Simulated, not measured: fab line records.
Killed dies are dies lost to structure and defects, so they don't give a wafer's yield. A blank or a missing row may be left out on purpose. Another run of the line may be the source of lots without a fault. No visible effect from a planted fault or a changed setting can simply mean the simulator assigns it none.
Which tool was responsible? | flow sky130 | 24 lots with 72 wafers sampled at 6 steps, on a route of 708 steps

WHAT THE GAUGES READ, wafer by wafer
SKY_FIELD_ISO_BOW_MEAS_00.
lot  | measured    | on            | INCOMING_BOW (um)
L074 | day 1 10:01 | film metro-02 | 5 -2 3
L075 | day 1 15:02 | film metro-04 | -3 1 -3
L076 | day 1 20:02 | film metro-04 | 1 -2 -10
L077 | day 2 01:01 | film metro-04 | 4 2 -6
L078 | day 2 06:00 | film metro-04 | -5 2 6
L079 | day 2 11:00 | film metro-03 | 1 1 5
L080 | day 2 16:01 | film metro-04 | -3 -1 3
L081 | day 2 21:02 | film metro-04 | -6 -6 -12
L082 | day 3 02:01 | film metro-04 | 7 7 -2
L083 | day 3 07:04 | film metro-04 | -4 -6 20
L084 | day 3 12:04 | film metro-04 | 2 1 -1
L085 | day 3 17:00 | film metro-03 | -6 2 -4
L086 | day 3 22:02 | film metro-03 | 1 11 10
L087 | day 4 03:00 | film metro-03 | -5 2 -6
L088 | day 4 08:01 | film metro-04 | 2 -4 4
L089 | day 4 13:01 | film metro-03 | 5 -7 5
L090 | day 4 18:00 | film metro-04 | -13 6 3
L091 | day 4 23:01 | film metro-02 | -6 5 -5
L092 | day 5 04:00 | film metro-04 | -2 -9 7
L093 | day 5 09:01 | film metro-03 | -11 -5 -2
L094 | day 5 14:02 | film metro-02 | -5 4 1
L095 | day 5 19:00 | film metro-02 | 6 1 7
L096 | day 6 00:00 | film metro-04 | -3 -1 -15
L097 | day 6 05:00 | film metro-03 | 5 1 -5

SKY_FIELD_ISO_THK_MEAS_04.
lot  | measured    | on            | FIELD_ISO_CVD_03_THK (nm)
L074 | day 1 13:29 | film metro-02 | 166.3 167.1 167.0
L075 | day 1 19:13 | film metro-04 | 164.1 165.5 165.5
L076 | day 1 23:30 | film metro-03 | 167.5 167.8 167.7
L077 | day 2 06:54 | film metro-04 | 165.4 166.2 165.6
L078 | day 2 12:04 | film metro-04 | 164.2 164.1 164.7
L079 | day 2 16:16 | film metro-04 | 165.6 165.2 165.4
L080 | day 2 21:41 | film metro-04 | 164.6 165.4 164.7
L081 | day 3 04:14 | film metro-02 | 164.5 163.3 163.9
L082 | day 3 07:29 | film metro-03 | 163.4 164.0 164.4
L083 | day 3 11:49 | film metro-02 | 164.6 165.0 165.6
L084 | day 3 18:08 | film metro-03 | 163.7 164.1 163.8
L085 | day 3 22:18 | film metro-03 | 164.1 163.2 164.4
L086 | day 4 02:34 | film metro-03 | 165.3 166.6 164.1
L087 | day 4 09:34 | film metro-02 | 163.6 163.2 162.9
L088 | day 4 14:04 | film metro-02 | 164.5 162.9 164.1
L089 | day 4 17:13 | film metro-02 | 164.1 162.6 163.9
L090 | day 4 23:59 | film metro-02 | 163.7 163.3 163.5
L091 | day 5 02:29 | film metro-02 | 165.2 164.4 164.8
L092 | day 5 08:38 | film metro-03 | 164.0 164.5 163.5
L093 | day 5 12:48 | film metro-02 | 164.9 163.6 165.0
L094 | day 5 19:49 | film metro-02 | 163.8 162.7 162.9
L095 | day 5 22:47 | film metro-04 | 163.8 163.6 162.5
L096 | day 6 06:47 | film metro-02 | 165.5 164.9 165.3
L097 | day 6 11:11 | film metro-02 | 163.2 165.2 164.3

SKY_SONOS_TUNNEL_OVL_MEAS_08.
lot  | measured     | on         | SONOS_TUNNEL_OVL (nm)
L074 | day 11 05:56 | overlay-01 | 3.9 6.1 5.8
L075 | day 11 14:59 | overlay-02 | 1.0 2.2 2.2
L076 | day 11 19:58 | overlay-02 | 1.4 3.7 2.4
L077 | day 12 11:26 | overlay-02 | 4.2 4.8 5.4
L078 | day 12 19:48 | overlay-01 | 0.0 0.3 0.0
L079 | day 13 07:09 | overlay-01 | 3.5 4.9 3.5
L080 | day 13 10:08 | overlay-01 | 0.5 3.1 1.6
L081 | day 13 18:34 | overlay-01 | 0.3 2.5 1.9
L082 | day 14 02:05 | overlay-01 | 1.1 -0.4 0.4
L083 | day 14 08:45 | overlay-01 | 3.2 3.4 1.8
L084 | day 14 19:34 | overlay-01 | 3.0 2.1 2.5
L085 | day 14 22:35 | overlay-02 | 0.8 1.7 -1.2
L086 | day 15 05:34 | overlay-02 | -0.8 0.7 0.9
L087 | day 15 15:12 | overlay-01 | 2.8 0.7 2.4
L088 | day 15 23:14 | overlay-01 | 0.8 0.3 2.3
L089 | day 16 00:12 | overlay-01 | 2.1 2.9 3.3
L090 | day 16 12:56 | overlay-02 | 3.4 4.0 3.4
L091 | day 16 22:11 | overlay-01 | 3.7 2.5 1.0
L092 | day 17 06:56 | overlay-01 | 0.7 3.2 1.9
L093 | day 17 16:51 | overlay-01 | 0.9 2.1 1.8
L094 | day 17 17:41 | overlay-02 | 2.1 2.6 3.9
L095 | day 17 22:39 | overlay-01 | 2.2 1.8 0.7
L096 | day 18 11:11 | overlay-02 | 3.5 2.8 3.0
L097 | day 18 23:29 | overlay-01 | 0.9 0.1 1.6

SKY_METAL1_OVL_MEAS_16.
lot  | measured     | on         | METAL1_OVL (nm)
L074 | day 32 17:02 | overlay-02 | 4 9 9
L075 | day 32 19:03 | overlay-02 | 2 -2 7
L076 | day 33 03:26 | overlay-01 | 8 8 6
L077 | day 35 03:41 | overlay-01 | 0 5 1
L078 | day 35 03:41 | overlay-02 | 14 15 17
L079 | day 34 21:53 | overlay-02 | 4 0 6
L080 | day 35 05:38 | overlay-02 | 4 0 6
L081 | day 35 04:03 | overlay-01 | -2 -7 -9
L082 | day 35 11:17 | overlay-02 | 8 7 7
L083 | day 36 20:17 | overlay-01 | -4 -1 0
L084 | day 36 20:38 | overlay-02 | 2 7 2
L085 | day 37 01:59 | overlay-02 | 5 -6 -3
L086 | day 36 23:23 | overlay-02 | 3 3 9
L087 | day 37 02:14 | overlay-01 | 3 5 -3
L088 | day 37 09:32 | overlay-01 | 2 -1 4
L089 | day 37 08:20 | overlay-01 | 8 2 0
L090 | day 37 19:14 | overlay-01 | 3 5 4
L091 | day 37 22:32 | overlay-02 | -6 4 6
L092 | day 38 07:56 | overlay-01 | 6 2 7
L093 | day 38 23:26 | overlay-02 | -1 5 9
L094 | day 38 19:15 | overlay-02 | 6 8 11
L095 | day 39 00:32 | overlay-01 | 5 4 6
L096 | day 39 13:38 | overlay-02 | 6 16 5
L097 | day 39 16:14 | overlay-01 | 2 6 6

WHICH TOOL RAN EACH LOT (tool, then ch and the chambers of the sampled wafers, then the start)
lot  | SKY_VT_ADJUST_HVTP_STRIP_10          | SKY_VT_ADJUST_LVTN_STRIP_09
L074 | plasma asher-01 ch 0,1, day 6 00:42  | plasma asher-03 ch 0,1, day 6 19:13
L075 | plasma asher-04 ch 0,1, day 6 08:12  | plasma asher-04 ch 0,1, day 7 02:56
L076 | plasma asher-04 ch 0,1, day 6 13:10  | plasma asher-03 ch 0,1, day 7 08:18
L077 | plasma asher-04 ch 0,1, day 6 23:28  | plasma asher-02 ch 0,1, day 7 20:09
L078 | plasma asher-01 ch 0,1, day 7 07:28  | plasma asher-03 ch 0,1, day 8 03:42
L079 | plasma asher-01 ch 0,1, day 7 14:19  | plasma asher-02 ch 0,1, day 8 11:36
L080 | plasma asher-04 ch 0,1, day 7 19:31  | plasma asher-03 ch 0,1, day 8 16:35
L081 | plasma asher-02 ch 0,1, day 8 01:43  | plasma asher-03 ch 0,1, day 8 23:00
L082 | plasma asher-02 ch 0, day 8 09:19    | plasma asher-04 ch 0,1, day 9 06:56
L083 | plasma asher-01 ch 0,1, day 8 13:25  | plasma asher-02 ch 0,1, day 9 10:57
L084 | plasma asher-01 ch 0,1, day 8 20:48  | plasma asher-04 ch 0,1, day 9 19:02
L085 | plasma asher-04 ch 0,1, day 9 00:04  | plasma asher-04 ch 0,1, day 9 21:43
L086 | plasma asher-02 ch 0,1, day 9 07:46  | plasma asher-02 ch 0,1, day 10 05:47
L087 | plasma asher-02 ch 0,1, day 9 15:10  | plasma asher-02 ch 0,1, day 10 12:50
L088 | plasma asher-04 ch 0,1, day 9 20:31  | plasma asher-04 ch 0,1, day 10 18:38
L089 | plasma asher-04 ch 0,1, day 10 00:04 | plasma asher-03 ch 0,1, day 10 21:47
L090 | plasma asher-01 ch 0,1, day 10 08:20 | plasma asher-03 ch 0,1, day 11 07:10
L091 | plasma asher-01 ch 0,1, day 10 16:10 | plasma asher-04 ch 0,1, day 11 15:31
L092 | plasma asher-04 ch 0,1, day 11 00:13 | plasma asher-03 ch 0, day 11 23:59
L093 | plasma asher-02 ch 0,1, day 11 06:55 | plasma asher-04 ch 0,1, day 12 07:02
L094 | plasma asher-02 ch 0,1, day 11 10:07 | plasma asher-04 ch 0,1, day 12 09:59
L095 | plasma asher-04 ch 0,1, day 11 14:52 | plasma asher-03 ch 0,1, day 12 14:53
L096 | plasma asher-04 ch 0,1, day 11 22:52 | plasma asher-04 ch 0,1, day 12 23:01
L097 | plasma asher-02 ch 0,1, day 12 06:58 | plasma asher-04 ch 0,1, day 13 06:44
- SKY_VT_ADJUST_HVTP_STRIP_10: strips in O2/N2.
- SKY_VT_ADJUST_LVTN_STRIP_09: strips in O2/N2.

AS READ BY THE TOOLS THEMSELVES (means over the sampled wafers that have a number; for cases with no such wafer, the mark the record gives instead)
SKY_VT_ADJUST_HVTP_STRIP_10.
lot  | tool            | drypump motor current A (A) | oes product au (a.u.) | strip time to endpoint s (s)
L074 | plasma asher-01 | 5.7                         | 0.714                 | 14.11
L075 | plasma asher-04 | 5.9                         | 0.712                 | 14.17
L076 | plasma asher-04 | 5.5                         | 0.719                 | 14.15
L077 | plasma asher-04 | 5.5                         | 0.719                 | 14.18
L078 | plasma asher-01 | 5.6                         | 0.713                 | 14.20
L079 | plasma asher-01 | 5.8                         | 0.716                 | 14.09
L080 | plasma asher-04 | 5.5                         | 0.714                 | 14.20
L081 | plasma asher-02 | 5.3                         | 0.714                 | 14.21
L082 | plasma asher-02 | 5.0                         | 0.716                 | 14.13
L083 | plasma asher-01 | 5.7                         | 0.716                 | 14.11
L084 | plasma asher-01 | 5.8                         | 0.714                 | 14.10
L085 | plasma asher-04 | 5.5                         | 0.715                 | 14.17
L086 | plasma asher-02 | 5.3                         | 0.716                 | 14.12
L087 | plasma asher-02 | 5.2                         | 0.713                 | 14.13
L088 | plasma asher-04 | 5.9                         | 0.713                 | 14.21
L089 | plasma asher-04 | 5.5                         | 0.716                 | 14.09
L090 | plasma asher-01 | 5.6                         | 0.718                 | 14.20
L091 | plasma asher-01 | 5.6                         | 0.716                 | 14.20
L092 | plasma asher-04 | 5.9                         | 0.717                 | 14.19
L093 | plasma asher-02 | 5.3                         | 0.713                 | 14.15
L094 | plasma asher-02 | 5.2                         | 0.713                 | 14.15
L095 | plasma asher-04 | 5.8                         | 0.711                 | 14.14
L096 | plasma asher-04 | 5.5                         | 0.717                 | 14.16
L097 | plasma asher-02 | 5.2                         | 0.714                 | 14.16

SKY_VT_ADJUST_LVTN_STRIP_09.
lot  | tool            | drypump motor current A (A) | oes product au (a.u.) | strip time to endpoint s (s)
L074 | plasma asher-03 | 6.3                         | 0.720                 | 36.66
L075 | plasma asher-04 | 5.5                         | 0.717                 | 36.74
L076 | plasma asher-03 | 6.0                         | 0.725                 | 36.67
L077 | plasma asher-02 | 5.2                         | 0.724                 | 36.75
L078 | plasma asher-03 | 6.3                         | 0.723                 | 36.61
L079 | plasma asher-02 | 5.3                         | 0.720                 | 36.86
L080 | plasma asher-03 | 6.2                         | 0.722                 | 36.72
L081 | plasma asher-03 | 6.0                         | 0.719                 | 36.70
L082 | plasma asher-04 | 5.5                         | 0.720                 | 36.78
L083 | plasma asher-02 | 5.2                         | 0.724                 | 36.75
L084 | plasma asher-04 | 5.9                         | 0.723                 | 36.64
L085 | plasma asher-04 | 5.5                         | 0.723                 | 36.75
L086 | plasma asher-02 | 5.3                         | 0.721                 | 36.70
L087 | plasma asher-02 | 5.2                         | 0.725                 | 36.67
L088 | plasma asher-04 | 5.5                         | 0.724                 | 36.69
L089 | plasma asher-03 | 6.3                         | 0.723                 | 36.67
L090 | plasma asher-03 | 6.2                         | 0.719                 | 36.75
L091 | plasma asher-04 | 5.5                         | 0.722                 | 36.77
L092 | plasma asher-03 | 5.8                         | 0.727                 | 36.70
L093 | plasma asher-04 | 5.5                         | 0.724                 | 36.65
L094 | plasma asher-04 | 5.5                         | 0.723                 | 36.62
L095 | plasma asher-03 | 6.0                         | 0.718                 | 36.54
L096 | plasma asher-04 | 5.8                         | 0.719                 | 36.51
L097 | plasma asher-04 | 5.5                         | 0.721                 | 36.73

THE ANSWER, worked out from the rows above alone
Rule: usual is defined by the lots themselves. Put in order of their means at a reading, lots are off if they are a third of the lots or fewer, leave a main group of 4 or more, and stand apart from it by a gap of 3 or more times the standard deviation of the main group's means; of several such gaps the widest counts. A main group whose means are all the same, to the digits that the tables above print for the reading, isn't used. Also off: a lot with no number at a reading for which 4 or more lots have one. All remaining lots with rows at the step are treated as sound. First the gauges in route order, then the tools' own readings, where a lot's mean is used as printed above. At the first step where some lot is off, the reading lying furthest off is the one used; lots without a number count as furthest.
Nothing can be told from this: no lot is off at any reading shown.

WHAT THE SIMULATOR HAD PUT IN
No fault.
